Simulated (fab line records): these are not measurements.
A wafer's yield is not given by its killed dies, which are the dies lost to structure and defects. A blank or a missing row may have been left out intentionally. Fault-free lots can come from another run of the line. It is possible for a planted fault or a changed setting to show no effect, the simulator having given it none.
The same fault as seen by 2 desks / flow sky130 / what lay behind the numbers comes last; until then each desk has only its own

## THE TOOL OWNER'S DESK: plasma asher-04
The tool's own readings at SKY_VT_ADJUST_HVTP_STRIP_10 (strips in O2/N2): means of the sampled wafers that have a number, for each lot that ran on this tool. If a lot's mean is further than 4 standard deviations from the usual mean, the lot is out of limits and carries the mark OUT (the distance appears in the brackets).
Columns: A = drypump motor current A at SKY_VT_ADJUST_HVTP_STRIP_10, usual 5.6 A; B = oes product au at SKY_VT_ADJUST_HVTP_STRIP_10, usual 0.716 a.u.; C = strip time to endpoint s at SKY_VT_ADJUST_HVTP_STRIP_10, usual 14.19 s
lot=L928; first seen here=day 7 17:25; A=5.5; B=0.923 (+46) OUT; C=-
lot=L941; first seen here=day 11 01:41; A=5.4; B=0.716; C=14.18
lot=L943; first seen here=day 11 12:10; A=5.7; B=0.718; C=14.21
lot=L946; first seen here=day 12 08:05; A=5.5; B=0.716; C=14.16
This desk's verdict: out of limits on L928, starting with L928 at day 7 17:25 (oes product au at SKY_VT_ADJUST_HVTP_STRIP_10). L941, L943, L946: within limits.

## AT THE METROLOGY DESK
Lot by lot, what the gauges showed, no matter which tool ran the lot: averages of those sampled wafers that carry a number. If a lot's mean is further than 4 standard deviations from the usual mean, the lot is out of limits and carries the mark OUT (the distance appears in the brackets).
Columns: A = VT_ADJUST_LVTN_TW at SKY_VT_ADJUST_LVTN_TW_MEAS_10, usual 237.2
lot=L923; first seen here=day 7 08:16; A=236.9
lot=L925; first seen here=day 8 00:28; A=236.9
lot=L928; first seen here=day 8 13:55; A=29.7 (-99 or more) OUT
lot=L927; first seen here=day 8 14:34; A=238.3
lot=L930; first seen here=day 9 04:56; A=235.8
lot=L938; first seen here=day 11 05:16; A=238.1
lot=L939; first seen here=day 11 12:09; A=236.2
lot=L940; first seen here=day 11 14:27; A=235.3
lot=L941; first seen here=day 12 01:34; A=237.8
lot=L942; first seen here=day 12 02:54; A=236.5
lot=L943; first seen here=day 12 12:56; A=236.8
lot=L945; first seen here=day 12 19:01; A=237.1
lot=L946; first seen here=day 13 09:03; A=235.9
This desk finds L928 out of limits, with the earliest case on L928 at day 8 13:55 (VT_ADJUST_LVTN_TW at SKY_VT_ADJUST_LVTN_TW_MEAS_10). L923, L925, L927, L930, L938, L939, L940, L941, L942, L943, L945, L946: within limits.

## ALL TOGETHER
The tool owner's desk could have raised an alarm at day 7 17:25, on L928.
On L928, the metrology desk was in a position to raise an alarm at day 8 13:55.
On plasma asher-04, each named lot ran SKY_VT_ADJUST_HVTP_STRIP_10.

## WHAT WAS PUT IN BY THE SIMULATOR
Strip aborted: plasma asher-04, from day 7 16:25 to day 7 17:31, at SKY_VT_ADJUST_HVTP_STRIP_10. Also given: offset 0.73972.
Struck lots among those shown: L928.
Time in hours from fault onset to the first out-of-limits reading at each desk: tool owner's desk 1, metrology desk 22.
